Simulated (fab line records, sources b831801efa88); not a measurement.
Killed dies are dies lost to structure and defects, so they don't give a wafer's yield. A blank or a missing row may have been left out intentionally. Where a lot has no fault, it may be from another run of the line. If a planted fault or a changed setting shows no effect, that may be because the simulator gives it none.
Which of the tools did it?	flow gf180mcu	Sampling: 9 lots, 27 wafers, 5 of 602 route steps

== WHAT THE GAUGES SHOWED, per wafer ==
GF_HV_LDD_CD_MEAS_07: the cd target is 400 nm. Usual: cdNm reads 399.3 nm (standard deviation 2.2).
lot	measured	on	cdNm (nm)	flag
L439	day 10 01:39	cdSem-02	403.1 401.2 401.1	
L440	day 10 14:31	cdSem-01	401.1 401.1 401.6	
L441	day 10 15:48	cdSem-01	403.0 400.3 403.3	
L442	day 11 02:15	cdSem-01	403.0 401.8 401.7	
L443	day 11 07:26	cdSem-01	397.5 396.7 397.4	
L444	day 11 19:49	cdSem-01	401.7 397.1 401.7	
L449	day 13 05:26	cdSem-02	400.3 396.3 399.0	
L450	day 13 09:10	cdSem-02	396.0 397.0 395.1	
L451	day 13 22:47	cdSem-01	397.0 396.5 397.5	

GF_HV_LDD_TW_MEAS_50. Usual: HV_LDD_4_TW 571.2, standard deviation 2.6.
lot	measured	on	HV_LDD_4_TW	flag
L439	day 12 10:17	filmMetro-04	574.3 571.4 575.2	
L440	day 13 01:05	filmMetro-03	571.4 571.5 571.6	
L441	day 13 03:27	filmMetro-04	570.7 568.8 570.7	
L442	day 13 14:23	filmMetro-03	569.0 571.9 570.6	
L443	day 13 19:49	filmMetro-01	567.7 570.0 570.0	
L444	day 14 08:50	filmMetro-01	568.3 570.8 572.5	
L449	day 15 23:27	filmMetro-04	900.7 899.9 903.7	OFF
L450	day 16 02:31	filmMetro-03	893.6 904.1 894.0	OFF
L451	day 16 18:14	filmMetro-03	894.3 898.4 900.1	OFF

GF_PSD_CD_MEAS_07: the cd target is 400 nm. Usual: cdNm reads 400.8 nm (standard deviation 2.4).
lot	measured	on	cdNm (nm)	flag
L439	day 14 04:57	cdSem-01	401.4 398.9 400.7	
L440	day 14 21:20	cdSem-02	397.1 397.5 396.6	
L441	day 15 01:18	cdSem-01	399.9 397.9 398.3	
L442	day 15 12:18	cdSem-01	401.7 401.9 404.4	
L443	day 15 18:14	cdSem-01	402.4 400.2 400.4	
L444	day 16 08:37	cdSem-01	401.0 397.9 399.2	
L449	day 18 00:53	cdSem-01	399.4 400.2 400.0	
L450	day 18 06:37	cdSem-02	403.6 402.7 403.3	
L451	day 18 21:20	cdSem-01	401.6 399.3 399.4	

GF_PSD_OVL_MEAS_08. Usual: PSD_OVL -1.1 nm, standard deviation 1.6.
lot	measured	on	PSD_OVL (nm)	flag
L439	day 14 05:04	overlay-01	-2.8 -1.7 -1.6	
L440	day 14 21:27	overlay-01	1.2 0.7 0.7	
L441	day 15 01:25	overlay-02	0.9 0.5 1.2	
L442	day 15 12:25	overlay-01	-2.3 -1.8 -1.1	
L443	day 15 18:21	overlay-01	1.3 0.1 0.5	
L444	day 16 08:43	overlay-02	-5.4 -4.4 -3.8	
L449	day 18 00:58	overlay-02	-3.8 -2.5 -4.0	
L450	day 18 06:43	overlay-01	1.1 -0.2 1.2	
L451	day 18 21:28	overlay-02	0.4 -1.3 -0.1	

== TOOL THAT RAN EACH LOT (tool first, then ch and the chambers of the sampled wafers, then the start) ==
lot	GF_HV_LDD_IMPLANT_48
L439	implanter-02 ch 0, day 12 10:03
L440	implanter-02 ch 0, day 13 00:50
L441	implanter-02 ch 0, day 13 03:13
L442	implanter-01 ch 0, day 13 14:09
L443	implanter-01 ch 0, day 13 19:34
L444	implanter-03 ch 0, day 14 08:37
L449	implanter-03 ch 0, day 15 23:15
L450	implanter-03 ch 0, day 16 02:17
L451	implanter-03 ch 0, day 16 17:59
- GF_HV_LDD_IMPLANT_48

== WHAT THE TOOLS THEMSELVES READ (means of the sampled wafers that have a number; where no wafer has one, the mark that the record gives instead) ==
The record holds no such reading with a usual standard deviation.

== THE ANSWER, worked out from the rows above alone ==
Rule: a lot counts as off when the mean over its wafers that have a number is more than 3 standard deviations away from the usual mean. A lot without any number at a reading at which 4 lots or more have one is off too. Any other lot the step has rows for is counted as sound. Order of review: gauges by route order, followed by the tools' own readings, for which a lot's mean as printed above is used. At the first step where some lot is off, the reading lying furthest off is the one used; lots without a number count as furthest.
Off: L449, L450, L451, seen at GF_HV_LDD_TW_MEAS_50 (HV_LDD_4_TW).
A tool fits if, at a process step before that reading, it ran every lot that is off, and no sound lot after the first of them. Those tools and the gauges at GF_HV_LDD_TW_MEAS_50 are tried in the same way. One candidate fits, namely implanter-03 at GF_HV_LDD_IMPLANT_48. Its last sound lot is L444 (day 14 08:37), its first lot that is off L449 (day 15 23:15): a fault that began between those two fits.

== WHAT WAS PUT IN BY THE SIMULATOR ==
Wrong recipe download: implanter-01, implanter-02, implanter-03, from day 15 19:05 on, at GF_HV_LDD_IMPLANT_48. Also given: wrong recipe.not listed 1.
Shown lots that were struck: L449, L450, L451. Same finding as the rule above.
